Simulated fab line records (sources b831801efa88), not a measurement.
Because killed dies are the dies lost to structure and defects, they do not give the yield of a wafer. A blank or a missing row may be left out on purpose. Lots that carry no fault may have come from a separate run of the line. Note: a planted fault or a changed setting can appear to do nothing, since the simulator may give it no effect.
8D (eight disciplines) problem report, filled in by code :: flow gf180mcu :: the parts of the form that need people (team, actions taken, sign-off) are left out

== 1. THE PROBLEM ==
On 3 wafers of 1 lot, oesProductAu at GF_HV_LDD_STRIP_37 has a mean of 0.888 a.u.; fault-free wafers read 0.715 a.u., standard deviation 0.0044. That is +39 standard deviations from the usual mean.
The step: strips in O2/N2.
First observed at day 15 10:42: wafer L240.1, on plasmaAsher-02. The record has a number at this step for 36 wafers belonging to 12 lots. By rule, "out" or "out of limits" means more than 4 standard deviations away from the usual mean. The rest of the wafers with a number are treated as sound.

== 2. WHAT IT IS; WHAT IT IS NOT ==
question: which readings at this step
is: oesProductAu
is not: drypumpMotorCurrentA, heaterPowerW, platenTempC

question: which lots
is: L240
is not: L233, L234, L235, L236, L237, L248, L249, L250, L251, L252, L253

question: which wafers of those lots
is: all that have a number
is not: -

question: read on which tools
is: plasmaAsher-02
is not: plasmaAsher-01, plasmaAsher-03

question: when
is: from day 15 10:42
is not: up to then (15 sound wafers); but 18 sound wafers of L248, L249, L250, L251, L252, L253 came after

== 3. SUSPECTS, AND WHAT RULES EACH OUT ==
Counting: a tool stays on the suspect list if, at a process step up to the reading, it processed all lots that are out and no sound lot following the first of them.
- plasmaAsher-02 at GF_DNWELL_STRIP_08 (strips in O2/N2): ruled out as a lasting fault. Sound lots L250, L252 ran on it after its first lot that is out, L240 (day 5 00:47).
- plasmaAsher-02 at GF_HV_LDD_STRIP_37 (strips in O2/N2): ruled out as a lasting fault. Sound lots L250, L251, L253 ran on it after its first lot that is out, L240 (day 15 10:42).
Left after counting: nothing in the record.

== 4. THE CAUSE (what the simulator had put in) ==
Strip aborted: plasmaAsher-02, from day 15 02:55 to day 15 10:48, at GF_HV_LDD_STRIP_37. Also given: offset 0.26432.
Counting ruled it out, wrongly.

== 5. THE CHAIN OF EFFECTS, in route order ==
Rows list readings where the struck wafers' mean (over those with a number) sits beyond 3 standard deviations from the usual. Only readings whose record carries a usual standard deviation are examined. hours: median over the lots of the time between each lot's start at the first step of this table that gives one and its start at this step. sigmas: the change, counted in usual standard deviations.
hours: 0
step: GF_HV_LDD_STRIP_37
reading: oesProductAu
usual: 0.715 a.u.
on struck wafers: 0.888
change: +0.173
sigmas: +39
The process steps in it:
- GF_HV_LDD_STRIP_37: strips in O2/N2.
Readings that are blank on the struck wafers while sound wafers have them: stripTimeToEndpointS at GF_HV_LDD_STRIP_37.
At these later measuring or inspecting steps, every struck wafer for which the step has a row has a number for every such reading, and none has moved that far: GF_CONTACT_THK_MEAS_26.

== 6. WHAT WOULD HAVE CAUGHT IT SOONER ==
In this record the first reading out of limits was taken at day 15 10:42, 8 hours after the fault began at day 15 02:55.
